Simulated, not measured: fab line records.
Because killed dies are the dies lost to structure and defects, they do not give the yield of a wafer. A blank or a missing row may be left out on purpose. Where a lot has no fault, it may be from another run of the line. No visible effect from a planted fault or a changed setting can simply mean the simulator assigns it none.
Matching of chambers :: flow gf180mcu :: cmp-02 running GF_V5_CMP_26: 4 sister chambers
The step polishes, stops on SiO2, t overpolish 15 s, target thk 0 nm. 8 wafers are shown with their chamber, then 8 later ones without.

WAFERS WITH THEIR CHAMBER
wafer: L133.5
chamber: 2
motorCurrentA (A): 12.6
timeToEndpointS (s): 85

wafer: L137.1
chamber: 3
motorCurrentA (A): 9.7
timeToEndpointS (s): 86

wafer: L137.4
chamber: 2
motorCurrentA (A): 13.2
timeToEndpointS (s): 84

wafer: L137.5
chamber: 0
motorCurrentA (A): 11.3
timeToEndpointS (s): 88

wafer: L144.2
chamber: 1
motorCurrentA (A): 10.5
timeToEndpointS (s): 79

wafer: L144.3
chamber: 3
motorCurrentA (A): 9.2
timeToEndpointS (s): 78

wafer: L144.6
chamber: 0
motorCurrentA (A): 11.1
timeToEndpointS (s): 85

wafer: L149.4
chamber: 1
motorCurrentA (A): 9.9
timeToEndpointS (s): 90

WAFERS WHOSE CHAMBER IS MISSING
wafer: L149.5
motorCurrentA (A): 10.4
timeToEndpointS (s): 90

wafer: L149.6
motorCurrentA (A): 13.4
timeToEndpointS (s): 90

wafer: L152.3
motorCurrentA (A): 9.9
timeToEndpointS (s): 92

wafer: L152.4
motorCurrentA (A): 10.3
timeToEndpointS (s): 95

wafer: L152.6
motorCurrentA (A): 9.0
timeToEndpointS (s): 95

wafer: L154.3
motorCurrentA (A): 9.8
timeToEndpointS (s): 88

wafer: L154.4
motorCurrentA (A): 10.4
timeToEndpointS (s): 88

wafer: L154.6
motorCurrentA (A): 12.7
timeToEndpointS (s): 87

WHICH CHAMBER EACH ONE RAN IN
wafer: L149.5
from the rows above: can't be placed: 1 or 0 or 3
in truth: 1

wafer: L149.6
from the rows above: 2
in truth: 2

wafer: L152.3
from the rows above: can't be placed: 1 or 3
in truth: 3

wafer: L152.4
from the rows above: can't be placed: 1 or 0 or 3
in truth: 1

wafer: L152.6
from the rows above: can't be placed: 3 or 1
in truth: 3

wafer: L154.3
from the rows above: can't be placed: 1 or 3
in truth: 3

wafer: L154.4
from the rows above: can't be placed: 1 or 0
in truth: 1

wafer: L154.6
from the rows above: 2
in truth: 2
Correct placement for 2 of the 8. Unplaceable from these rows: 6, with the true chamber sitting among the candidates in 6. Number placed wrongly: 0.
How it was worked out, from the rows above alone: a wafer's distance from a chamber is the root of the sum, over the readings, of the square of ((its reading less the chamber's mean) divided by the reading's scatter). The wafer belongs to the nearest chamber; if the next one is less than 2 further off, it can't be placed. The mean given for a chamber averages the wafers shown for that chamber. The scatter: take each reading less its chamber's mean, square it, sum over the shown wafers, divide by the number of wafers less the number of chambers, and take the root.
